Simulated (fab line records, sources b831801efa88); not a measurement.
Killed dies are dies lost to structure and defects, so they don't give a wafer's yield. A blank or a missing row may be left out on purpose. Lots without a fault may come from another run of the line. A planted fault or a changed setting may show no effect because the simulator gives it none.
Chamber matching | flow sfq_line | SFQ_TRILAYER_I4_CMP_CMP_100 on cmp-02: 4 sister chambers
The step polishes SiO2. 8 wafers are shown with their chamber, then 7 later ones without.

WAFERS WITH THEIR CHAMBER
wafer  | chamber | motor_current_A (A) | time_to_endpoint_s (s)
L601.2 | 3       | 9.1                 | 216
L612.2 | 2       | 11.0                | 204
L612.4 | 0       | 9.0                 | 216
L618.1 | 3       | 9.3                 | 213
L618.3 | 2       | 11.2                | 204
L618.6 | 1       | 11.5                | 212
L619.3 | 1       | 11.4                | 206
L619.5 | 0       | 8.8                 | 213

WAFERS WITHOUT THEIR CHAMBER
wafer  | motor_current_A (A) | time_to_endpoint_s (s)
L619.6 | 9.2                 | 212
L621.4 | 9.1                 | 222
L621.5 | 11.5                | 218
L621.6 | 9.7                 | 219
L622.2 | 11.5                | 214
L622.5 | 9.4                 | 215
L622.6 | 10.6                | 225

WHICH CHAMBER EACH WENT THROUGH
wafer  | from the rows above     | in truth
L619.6 | can't be placed: 3 or 0 | 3
L621.4 | can't be placed: 3 or 0 | 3
L621.5 | 1                       | 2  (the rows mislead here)
L621.6 | 3                       | 3
L622.2 | 1                       | 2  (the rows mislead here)
L622.5 | 3                       | 3
L622.6 | can't be placed: 2 or 1 | 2
Placed correctly: 2 of 7. Can't be placed from these rows: 3 (the true chamber is among the candidates in 3). Placed wrongly: 2.
How it was worked out, from the rows above alone: a wafer's distance from a chamber is the root of the sum, over the readings, of the square of ((its reading less the chamber's mean) divided by the reading's scatter). The wafer belongs to the nearest chamber; if the next one is less than 2 further off, it can't be placed. A chamber's mean is the mean of its shown wafers. The scatter: the root of (the sum of the squares of (reading less its chamber's mean) over the shown wafers, divided by (wafers less chambers)).
